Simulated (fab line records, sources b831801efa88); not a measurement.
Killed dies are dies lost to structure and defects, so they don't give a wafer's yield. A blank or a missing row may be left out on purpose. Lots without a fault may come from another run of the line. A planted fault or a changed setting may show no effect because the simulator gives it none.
A struck lot beside a sound one | flow sky130 | 38 steps out of a route of 708
Sound: wafers L751.3, L751.4, L751.6. Struck: wafer L761.6. (L761.3, L761.5 of the same lot were not struck and are left out.) The cause comes at the end.
At each step with rows: each side's tool, then ch and its chambers, then its first start. Under that, the readings that differ: sound wafers | struck wafers | difference of the means | sigmas: that difference in standard deviations of wafers without a fault.
alike: readings whose means differ by less than 2 such deviations, and words and numbers that are the same on both sides. not compared: withheld readings, readings that some wafer has no value for, bounds like >300 that may hide the same value, and numbers for which the record gives no deviation and whose values overlap.
The two part at a step that has a row with sigmas, a row that says differs or no value, or rows on one side only. Numbers that don't overlap but have no deviation are shown without sigmas and don't part them. A reading that every wafer of one side lacks parts them only if that side has two wafers or more.

first, 9 steps without rows for these wafers: SKY_VIA3_SPUTTER_20 (material TiN, target thk 20 nm, time 80 s); SKY_VIA3_CVD_21 (deposits W, target thk 390 nm, time 117.31 s); SKY_VIA3_CMP_24 (polishes, stops on SiO2, t overpolish 20 s, target thk 0 nm); SKY_METAL4_SPUTTER_00 (material Ti, target thk 15 nm, time 10 s); SKY_METAL4_SPUTTER_01 (material TiN, target thk 20 nm, time 16.7 s); SKY_METAL4_SPUTTER_02 (material AlCu, target thk 735 nm, time 39.1 s); SKY_METAL4_SPUTTER_03 (material Ti, target thk 5 nm, time 3.3 s); SKY_METAL4_SPUTTER_04 (material TiN, target thk 70 nm, time 57.26 s); SKY_CAP2M_CVD_00 (deposits SiO2, target thk 15.5 nm).
SKY_CAP2M_SPUTTER_02: material TiN, target thk 200 nm, time 166.7 s.
  sound on pvd_sputter-01, day 42 01:00; struck on pvd_sputter-01, day 44 06:23
  reading                                   | sound             | struck | difference | sigmas
  model.TiN_of_CAP2M_SPUTTER_02.thk_nm (nm) | 200.6 197.8 202.6 | 222    | +22        |
  alike: throttle_valve_pct
SKY_CAP2M_RS_MEAS_03: measures by four-point-probe.
  sound on film_metro-03, day 42 01:09; struck on film_metro-01, day 44 06:32
  reading               | sound          | struck | difference | sigmas
  CAP2M_TIN_RS (ohm/sq) | 6.91 7.00 6.83 | 6.23   | -0.68      | -7
SKY_CAP2M_THK_MEAS_04: measures by xrf.
  sound on film_metro-03, day 42 01:15; struck on film_metro-01, day 44 06:38
  reading            | sound       | struck | difference | sigmas
  CAP2M_TIN_THK (nm) | 196 194 199 | 216    | +20        | +7
then, 7 steps without rows for these wafers: SKY_CAP2M_DEHYDRATE_05 (time 60 s); SKY_CAP2M_HMDS_06 (prime time 60 s); SKY_CAP2M_COAT_07 (resist thk 1140 nm); SKY_CAP2M_SOFTBAKE_08 (time 60 s); SKY_CAP2M_EXPOSE_09 (exposes mask CAP2M, target cd 1000 nm); SKY_CAP2M_PEB_10; SKY_CAP2M_DEVELOP_11 (develop time 58.01 s).
SKY_CAP2M_METAL_ETCH_13: etches TiN in Cl2/BCl3, stops on SiO2, target depth 220 nm, time 62.9 s.
  sound on rie_metal-02 ch 0,1, day 43 01:25; struck on rie_metal-02 ch 1, day 45 04:45
  reading                | sound                | struck | difference | sigmas
  oes_product_au (a.u.)  | 0.945 0.931 0.950    | 1.002  | +0.060     | +7
  throttle_valve_pct (%) | 21.899 21.894 21.882 | 21.864 | -0.028     | -3
  alike: drypump_motor_current_A, he_backside_leak_sccm, rf_fwd_power_W
  not compared: rf_hours_counter_h
then, 16 steps without rows for these wafers: SKY_CAP2M_STRIP_14 (strips in O2/N2); SKY_CAP2M_STRIP_15 (strips in post etch residue remover, time 1200 s); SKY_CAP2M_CLEAN_16 (cleans in IPA, time 180 s); SKY_CAP2M_CLEAN_17 (cleans in O3/DIW); SKY_METAL4_DEHYDRATE_05 (time 60 s); SKY_METAL4_HMDS_06 (prime time 60 s); SKY_METAL4_COAT_07 (resist thk 60 nm); SKY_METAL4_COAT_08 (resist thk 1140 nm); SKY_METAL4_SOFTBAKE_09 (time 90 s); SKY_METAL4_EXPOSE_10 (exposes mask MM4, target cd 300 nm); SKY_METAL4_PEB_11; SKY_METAL4_DEVELOP_12 (develop time 60 s); SKY_METAL4_DESCUM_15 (chemistry O2, time 8 s); SKY_METAL4_ETCH_16 (etches BARC in N2/H2, stops on SiO2, time 88.2 s, target depth 60 nm); SKY_METAL4_ETCH_17 (etches SiO2 in C4F8/O2/Ar, stops on TiN, time 3.9 s, target depth 15 nm); SKY_METAL4_METAL_ETCH_18 (etches the open film in Cl2/BCl3, stops on SiO2, target depth 845 nm, time 178.2 s).
SKY_METAL4_STRIP_20: strips in post etch residue remover, time 1200 s.
  sound on wet_bench-01 ch 3, day 44 00:41; struck on wet_bench-02 ch 0, day 46 02:58
  reading                                   | sound           | struck | difference | sigmas
  model.TiN_of_CAP2M_SPUTTER_02.thk_nm (nm) | 199.8 197 201.7 | 221.1  | +21.6      |
-- the record jumps here: 3 days lie between the struck wafers' starts before and after (it left off in module METAL4 and takes up again in module PAD_OPEN, whose first step shown is number 708 of the route) --
SKY_PAD_OPEN_PROBE_99:
  sound on prober-02, day 47 16:26; struck on prober-02, day 49 13:13
  reading                               | sound                | struck | difference | sigmas
  model.etest.cap_mim2.leak_log10_a_cm2 | -9.017 -8.808 -9.012 | -8.524 | +0.422     |
  model.etest.cap_mim2.plate_ohm_sq     | 5.969 6.065 5.956    | 5.392  | -0.605     |
  alike: defect_limited_yield, killed_at_M0_to_M3, killed_at_M4_up, killed_at_contacts, killed_at_front_end, killed_at_other, killed_dies, killed_open, killed_short
  not compared: model.etest.tester.sort_bin_8_pct

WHERE THEY PART
First at SKY_CAP2M_RS_MEAS_03; last, within this record, at SKY_CAP2M_METAL_ETCH_13. Later steps at which nothing parts them and some readings are alike: SKY_PAD_OPEN_PROBE_99.

WHY: what the simulator had put in
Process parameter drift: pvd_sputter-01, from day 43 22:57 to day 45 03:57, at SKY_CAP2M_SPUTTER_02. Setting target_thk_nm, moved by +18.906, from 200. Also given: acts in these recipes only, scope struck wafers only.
